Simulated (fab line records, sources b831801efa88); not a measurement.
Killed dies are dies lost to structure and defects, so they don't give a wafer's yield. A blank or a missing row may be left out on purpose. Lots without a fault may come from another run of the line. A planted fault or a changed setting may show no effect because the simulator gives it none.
Tool commonality check | flow gf180mcu | 13 lots, 39 wafers sampled

WHY IT WAS OPENED
At GF_VT_IMPLANT_TW_MEAS_21 the reading VT_IMPLANT_2_TW is flagged on 2 of 13 lots. Wafers without a fault read 1203, standard deviation 8.8.
Rule: a lot is flagged when every wafer of it that has a number lies more than 4 standard deviations from that mean, or none has a number. The other lots count as sound.

lot  | measured     | on            | VT_IMPLANT_2_TW, wafer by wafer | flag
L673 | day 6 17:11  | film_metro-01 | 1197 1199 1195                  |
L675 | day 7 09:20  | film_metro-02 | 1219 1219 1218                  |
L676 | day 7 12:43  | film_metro-01 | 1197 1205 1193                  |
L677 | day 7 19:16  | film_metro-03 | 1202 1201 1205                  |
L678 | day 8 08:02  | film_metro-03 | 1201 1201 1203                  |
L679 | day 8 12:39  | film_metro-01 | 1201 1204 1201                  |
L683 | day 9 12:22  | film_metro-03 | 1198 1196 1205                  |
L685 | day 9 22:38  | film_metro-03 | 1134 1136 1143                  | FLAGGED
L686 | day 10 04:43 | film_metro-02 | 1159 1162 1158                  | FLAGGED
L688 | day 10 18:20 | film_metro-03 | 1200 1201 1204                  |
L690 | day 11 07:43 | film_metro-03 | 1197 1205 1198                  |
L691 | day 11 15:05 | film_metro-01 | 1207 1200 1199                  |
L692 | day 11 20:11 | film_metro-01 | 1202 1200 1202                  |
The numbers of the flagged lots are 1149 on average: -54 against the usual, or -6 standard deviations.

WHICH TOOL RAN EACH LOT
The record holds 2 process steps before the reading, out of a route of 602 steps. In each cell: the tool, then ch and the chambers that the sampled wafers went through, then the start.
lot  | flag    | GF_STI_STRIP_15                     | GF_VT_IMPLANT_IMPLANT_19
L673 |         | plasma_asher-02 ch 0,1, day 2 11:52 | implanter-02 ch 0, day 6 16:56
L675 |         | plasma_asher-01 ch 0,1, day 2 23:33 | implanter-04 ch 0, day 7 09:05
L676 |         | plasma_asher-01 ch 0,1, day 3 03:48 | implanter-02 ch 0, day 7 12:28
L677 |         | plasma_asher-02 ch 0,1, day 3 07:43 | implanter-02 ch 0, day 7 19:01
L678 |         | plasma_asher-04 ch 0,1, day 3 13:48 | implanter-04 ch 0, day 8 07:49
L679 |         | plasma_asher-01 ch 0,1, day 3 18:54 | implanter-04 ch 0, day 8 12:26
L683 |         | plasma_asher-01 ch 0,1, day 4 16:15 | implanter-04 ch 0, day 9 12:07
L685 | FLAGGED | plasma_asher-01 ch 0,1, day 5 00:55 | implanter-04 ch 0, day 9 22:24
L686 | FLAGGED | plasma_asher-04 ch 0,1, day 5 06:52 | implanter-04 ch 0, day 10 04:28
L688 |         | plasma_asher-02 ch 0, day 5 17:07   | implanter-01 ch 0, day 10 18:06
L690 |         | plasma_asher-01 ch 0,1, day 6 03:46 | implanter-02 ch 0, day 11 07:28
L691 |         | plasma_asher-01 ch 0,1, day 6 10:46 | implanter-02 ch 0, day 11 14:50
L692 |         | plasma_asher-02 ch 0,1, day 6 13:46 | implanter-02 ch 0, day 11 19:57
What these steps do:
- GF_STI_STRIP_15: strips in O2/N2.
- GF_VT_IMPLANT_IMPLANT_19
- GF_VT_IMPLANT_TW_MEAS_21

FLAGGED OVER TOTAL, TOOL BY TOOL (the gauges that took the reading come last)
step                     | tool            | lots run | flagged | share of the flagged lots | sound lots run after its first flagged lot
GF_STI_STRIP_15          | plasma_asher-01 | 7        | 1       | some                      | 2 (L690,L691)
GF_STI_STRIP_15          | plasma_asher-02 | 4        | 0       | none                      | -
GF_STI_STRIP_15          | plasma_asher-04 | 2        | 1       | some                      | 0
GF_VT_IMPLANT_IMPLANT_19 | implanter-01    | 1        | 0       | none                      | -
GF_VT_IMPLANT_IMPLANT_19 | implanter-02    | 6        | 0       | none                      | -
GF_VT_IMPLANT_IMPLANT_19 | implanter-04    | 6        | 2       | all                       | 0
GF_VT_IMPLANT_TW_MEAS_21 | film_metro-01   | 5        | 0       | none                      | -
GF_VT_IMPLANT_TW_MEAS_21 | film_metro-02   | 2        | 1       | some                      | 0
GF_VT_IMPLANT_TW_MEAS_21 | film_metro-03   | 6        | 1       | some                      | 2 (L688,L690)

WHAT THE TABLE ALLOWS
1 row of the table ran every flagged lot: implanter-04 at GF_VT_IMPLANT_IMPLANT_19.
- implanter-04 at GF_VT_IMPLANT_IMPLANT_19: 2 of its 6 lots flagged. Its last sound lot is L683 (day 9 12:07), its first flagged lot L685 (day 9 22:24): a fault that began between those two fits. Its own readings lie more than 4 standard deviations out on every wafer of the flagged lots: beam_on_s, faraday_current_uA.
One tool is left: implanter-04 at GF_VT_IMPLANT_IMPLANT_19.

WHAT THE SIMULATOR HAD PUT IN
Process parameter drift: implanter-04, from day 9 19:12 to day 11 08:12, at GF_VT_IMPLANT_IMPLANT_19. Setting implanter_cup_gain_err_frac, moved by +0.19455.
Lots struck among those shown: L685, L686. The rule above found the same.
